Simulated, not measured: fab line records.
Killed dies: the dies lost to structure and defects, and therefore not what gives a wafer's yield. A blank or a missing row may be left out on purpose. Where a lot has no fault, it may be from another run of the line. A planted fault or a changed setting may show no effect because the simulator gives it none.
Comparing a struck lot with a sound one / flow sfq line / 41 steps out of a route of 325
Sound: wafers L305.2, L305.3, L305.4. Wafers L309.2, L309.4, L309.5 were the ones struck. The cause comes at the end.
For every step that has rows: the tool of each side, followed by ch and its chambers, followed by its first start. Under that, the readings that differ: sound wafers / struck wafers / difference of the means / sigmas: that difference in standard deviations of wafers without a fault.
alike: words and numbers the same on both sides, and readings whose means are apart by under 2 such deviations; not compared: readings that were withheld, readings missing a value for some wafer, numbers with overlapping values and no deviation given by the record, and bounds like >300 which may hide the same value.
The two part at a step that has a row with sigmas, a row that says differs or no value, or rows on one side only. Non-overlapping numbers with no deviation appear without sigmas and do not part them. A reading missing from all wafers of one side parts the sides only when that side holds two or more wafers.

SFQ_I3_OVL_MEAS_923:
  struck on overlay-02, day 49 21:19; sound on overlay-01, day 48 04:22
  alike: I3_OVL
then, 1 step without rows for these wafers: SFQ_TRILAYER_I3_VIA_BARC_OPEN_VIA_ETCH_121 (etches BARC in O2, target depth 125 nm, time 41.7 s).
SFQ_TRILAYER_I3_VIA_ETCH_VIA_ETCH_088: etches SiO2 in CHF3, stops on Nb, target depth 260 nm.
  sound on rie diel-04 ch 1,2,3, day 48 04:26; struck on rie diel-04 ch 2,3, day 49 21:23
  alike: bias w, drypump motor current A, oes product au
then, 4 steps without rows for these wafers: SFQ_TRILAYER_I3_VIA_STRIP_STRIP_089 (strips in O2); SFQ_TRILAYER_I3_VIA_STRIP_SOLV_CLEAN_090 (cleans in NMP, time 600 s); SFQ_TRILAYER_M4_DEP_PRE_CLEAN_092 (time 22.5 s); SFQ_TRILAYER_M4_DEP_SPUTTER_091 (material Nb, target thk 200 nm, time 133.3 s).
SFQ_M4_RS_MEAS_924: uses a four-point probe to measure.
  struck on film metro-01, day 49 22:25; sound on film metro-02, day 48 05:28
  alike: M4_NB_RS
then, 3 steps without rows for these wafers: SFQ_TRILAYER_M4_LITHO_COAT_098 (resist thk 62 nm); SFQ_TRILAYER_M4_LITHO_COAT_093 (resist thk 600 nm); SFQ_TRILAYER_M4_LITHO_SOFTBAKE_097.
-- the record jumps here: 6 days lie between the struck wafers' starts before and after --
SFQ_TRILAYER_M4_LITHO_EXPOSE_094: exposes mask M4, target cd 500 nm.
  sound on krf scanner-02 ch 0, day 54 06:37; struck on krf scanner-02 ch 0, day 55 12:45
  alike: mask, reticle temp C
then, 2 steps without rows for these wafers: SFQ_TRILAYER_M4_LITHO_PEB_096 (peb time 60 s); SFQ_TRILAYER_M4_LITHO_DEVELOP_095 (time 60 s).
SFQ_M4_OVL_MEAS_926:
  struck on overlay-02, day 55 14:04; sound on overlay-02, day 54 07:56
  alike: M4_OVL
SFQ_TRILAYER_M4_BARC_OPEN_METAL_ETCH_123: etches BARC in O2, target depth 125 nm, time 41.7 s.
  sound on rie metal-03 ch 0,1, day 54 07:58; struck on rie metal-03 ch 0, day 55 14:05
reading=model.M4.cd nm (nm); sound=497.1 499 497.7; struck=480.3 459.4 433.6; difference=-40.2; sigmas=
  alike: bias w, drypump motor current A, oes product au
  not compared: rf hours counter h
SFQ_TRILAYER_M4_ETCH_METAL_ETCH_096: etches Nb in Cl2/Ar, stops on SiO2, target depth 240 nm, time 120 s.
  sound on rie metal-03 ch 0,1, day 54 08:01; struck on rie metal-03 ch 0, day 55 14:08
reading=model.M4.cd nm (nm); sound=496.6 498.5 496.7; struck=479.8 458.4 432; difference=-40.5; sigmas=
  alike: bias w, drypump motor current A, oes product au
  not compared: rf hours counter h
then, 3 steps without rows for these wafers: SFQ_TRILAYER_M4_STRIP_STRIP_097 (strips in O2); SFQ_TRILAYER_M4_STRIP_SOLV_CLEAN_098 (cleans in NMP, time 600 s); SFQ_TRILAYER_I4_DEP_PECVD_099 (deposits SiO2 from SiH4/N2O, time 111.11 s, target thk 500 nm).
SFQ_TRILAYER_I4_CMP_CMP_100: polishes SiO2.
  sound on cmp-02 ch 1,2,3, day 54 11:24; struck on cmp-01 ch 0,2, day 55 16:35
  alike: motor current A, platen rpm, time to endpoint s
SFQ_I4_BOW_MEAS_927:
  struck on film metro-04, day 55 19:37; sound on film metro-04, day 54 14:25
  alike: I4_BOW
SFQ_TRILAYER_I4_METRO_MEASURE_101:
  struck on film metro-04, day 55 19:55; sound on film metro-04, day 54 14:43
  alike: thk nm
then, 6 steps without rows for these wafers: SFQ_TRILAYER_I4_VIA_LITHO_COAT_108 (resist thk 62 nm); SFQ_TRILAYER_I4_VIA_LITHO_COAT_103 (resist thk 650 nm); SFQ_TRILAYER_I4_VIA_LITHO_SOFTBAKE_107; SFQ_TRILAYER_I4_VIA_LITHO_EXPOSE_104 (exposes mask I4, target cd 700 nm); SFQ_TRILAYER_I4_VIA_LITHO_PEB_106 (peb time 60 s); SFQ_TRILAYER_I4_VIA_LITHO_DEVELOP_105 (time 60 s).
-- the record jumps here: 6 days lie between the struck wafers' starts before and after --
SFQ_I4_OVL_MEAS_928:
  struck on overlay-02, day 61 20:46; sound on overlay-02, day 60 17:35
  alike: I4_OVL
then, 2 steps without rows for these wafers: SFQ_TRILAYER_I4_VIA_BARC_OPEN_VIA_ETCH_146 (etches BARC in O2, target depth 125 nm, time 41.7 s); SFQ_TRILAYER_I4_VIA_ETCH_VIA_ETCH_106 (etches SiO2 in CHF3, stops on Nb, target depth 260 nm).
SFQ_TRILAYER_I4_VIA_STRIP_STRIP_107: strips in O2.
  sound on rie metal-02 ch 0,1, day 60 17:46; struck on rie metal-01 ch 1, day 61 20:56
reading=drypump motor current A (A); sound=6.0 6.0 6.3; struck=5.4 5.4 5.4; difference=-0.7; sigmas=-2
  alike: oes product au
  not compared: rf hours counter h
then, 5 steps without rows for these wafers: SFQ_TRILAYER_I4_VIA_STRIP_SOLV_CLEAN_108 (cleans in NMP, time 600 s); SFQ_TRILAYER_JJ_TRILAYER_DEP_PRE_CLEAN_113 (time 22.5 s); SFQ_TRILAYER_JJ_TRILAYER_DEP_SPUTTER_109 (material Nb, target thk 150 nm, time 100 s); SFQ_TRILAYER_JJ_TRILAYER_DEP_SPUTTER_110 (material Al, target thk 8 nm, time 10 s); SFQ_TRILAYER_JJ_TRILAYER_DEP_AL_OXIDATION_111 (oxidation time 600 s).
SFQ_TRILAYER_JJ_TRILAYER_DEP_SPUTTER_112: material Nb, target thk 170 nm, time 113.3 s.
  struck on pvd sputter-03, day 61 22:50; sound on pvd sputter-04, day 60 19:40
  alike: chamber pressure pa, throttle valve pct
SFQ_JJ_RS_MEAS_929: uses a four-point probe to measure.
  struck on film metro-02, day 61 22:56; sound on film metro-03, day 60 19:46
  alike: JJ_NB_RS
-- the record jumps here: 30 days lie between the struck wafers' starts before and after (it left off in module JJ and takes up again in module M8, whose first step shown is number 325 of the route) --
SFQ_M8_BOW_MEAS_951:
  struck on film metro-03, day 92 01:23; sound on film metro-02, day 87 08:35
reading=model.etest.m4.ohm um; sound=1.826 1.795 1.825; struck=1.868 1.946 2.06; difference=+0.143; sigmas=
  alike: M8_BOW

WHERE THEY PART
At SFQ_TRILAYER_I4_VIA_STRIP_STRIP_107 and nowhere else, as far as this record goes. Later steps at which nothing parts them and some readings are alike: SFQ_TRILAYER_JJ_TRILAYER_DEP_SPUTTER_112, SFQ_JJ_RS_MEAS_929, SFQ_M8_BOW_MEAS_951.

WHY: the cause the simulator had injected
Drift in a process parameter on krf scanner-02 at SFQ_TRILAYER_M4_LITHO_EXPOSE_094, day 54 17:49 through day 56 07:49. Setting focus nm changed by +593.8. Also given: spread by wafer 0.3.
